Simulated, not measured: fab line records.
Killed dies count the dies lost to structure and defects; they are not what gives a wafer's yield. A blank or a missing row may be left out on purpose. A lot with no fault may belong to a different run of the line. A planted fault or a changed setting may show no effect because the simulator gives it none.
Which of the tools did it? -- flow gf180mcu -- 10 lots, 30 wafers sampled, at 5 steps of a route of 602

## WHAT EACH GAUGE READ, for each wafer
GF_MIM_RS_MEAS_10: the measuring method here is four-point-probe.
lot,measured,on,MIM_ALCU_RS (ohm/sq)
L114,day 24 21:02,film_metro-04,0.1618 0.1609 0.1619
L118,day 26 12:28,film_metro-03,0.1632 0.1611 0.1063 0.1631 0.1606 0.1062
L121,day 27 08:28,film_metro-01,0.1590 0.1589 0.1592
L124,day 28 10:26,film_metro-03,0.1571 0.1603 0.1569
L127,day 28 17:52,film_metro-04,0.1603 0.1622 0.1619
L129,day 29 14:46,film_metro-03,0.1627 0.1608 0.1605
L130,day 29 19:36,film_metro-04,0.1626 0.1624 0.1616
L131,day 30 03:56,film_metro-04,0.1605 0.1609 0.1596
L132,day 30 08:55,film_metro-04,0.1600 0.1609 0.1622
L136,day 31 09:50,film_metro-03,0.1614 0.1633 0.1627

## TOOL THAT RAN EACH LOT (tool first, then ch and the chambers of the sampled wafers, then the start)
lot,GF_M4_STRIP_17,GF_V4_CMP_04,GF_V4_SPUTTER_21,GF_MIM_SPUTTER_08
L114,"plasma_asher-04 ch 0,1, day 23 19:56","cmp-02 ch 0,1,2, day 23 20:47","pvd_sputter-02, day 24 19:47","pvd_sputter-02, day 24 20:57"
L118,"plasma_asher-04 ch 0,1, day 25 12:04","cmp-01 ch 0,1,3, day 25 12:54","pvd_sputter-04, day 26 11:20","pvd_sputter-02, day 26 12:23"
L121,"plasma_asher-04 ch 0,1, day 26 08:37","cmp-01 ch 1,2,3, day 26 09:32","pvd_sputter-03, day 27 07:22","pvd_sputter-03, day 27 08:25"
L124,"plasma_asher-01 ch 0,1, day 27 08:42","cmp-01 ch 0,3, day 27 09:30","pvd_sputter-02, day 28 08:07","pvd_sputter-01, day 28 10:22"
L127,"plasma_asher-04 ch 0,1, day 27 20:26","cmp-02 ch 0,2,3, day 27 21:14","pvd_sputter-03, day 28 16:44","pvd_sputter-03, day 28 17:47"
L129,"plasma_asher-04 ch 0,1, day 28 16:26","cmp-01 ch 1,2,3, day 28 17:21","pvd_sputter-04, day 29 13:38","pvd_sputter-01, day 29 14:41"
L130,"plasma_asher-02 ch 0,1, day 28 21:08","cmp-01 ch 0,1,3, day 28 21:58","pvd_sputter-02, day 29 18:27","pvd_sputter-02, day 29 19:30"
L131,"plasma_asher-02 ch 0,1, day 29 05:37","cmp-01 ch 0,2,3, day 29 06:31","pvd_sputter-04, day 30 02:48","pvd_sputter-02, day 30 03:51"
L132,"plasma_asher-01 ch 0,1, day 29 10:58","cmp-02 ch 0,1,3, day 29 11:49","pvd_sputter-03, day 30 07:46","pvd_sputter-02, day 30 08:51"
L136,"plasma_asher-01 ch 0,1, day 30 12:44","cmp-02 ch 0,2,3, day 30 13:32","pvd_sputter-04, day 31 08:42","pvd_sputter-02, day 31 09:45"
- GF_M4_STRIP_17: strips in O2/N2.
- GF_V4_CMP_04: polishes SiO2.
- GF_V4_SPUTTER_21: material Ti, target thk 15 nm, time 80.02 s.
- GF_MIM_SPUTTER_08: material AlCu, target thk 200 nm, time 10.6 s.

## THE ANSWER, worked out from the rows above alone
Rule: the lots themselves supply what counts as usual. The widest of any qualifying gaps counts: lots, ordered by their means at a reading, are off when they make up no more than a third of the lots, leave a main group of 4 or more, and stand apart from it by 3 or more times the standard deviation of that group's means. A main group is skipped when, at the precision printed for the reading in the tables above, its means are all equal. A lot without any number at a reading at which 4 lots or more have one is off too. All remaining lots with rows at the step are treated as sound.
Off: L118, at GF_MIM_RS_MEAS_10 (MIM_ALCU_RS). The main group has a mean of 0.1608 ohm/sq with a standard deviation of 0.0014.
If a tool, at a process step before that reading, ran all the lots that are off and no sound lot after the first of them, it fits. The gauges at GF_MIM_RS_MEAS_10 are tried like those tools. No candidate that was tried fits.

## WHAT THE SIMULATOR HAD PUT IN
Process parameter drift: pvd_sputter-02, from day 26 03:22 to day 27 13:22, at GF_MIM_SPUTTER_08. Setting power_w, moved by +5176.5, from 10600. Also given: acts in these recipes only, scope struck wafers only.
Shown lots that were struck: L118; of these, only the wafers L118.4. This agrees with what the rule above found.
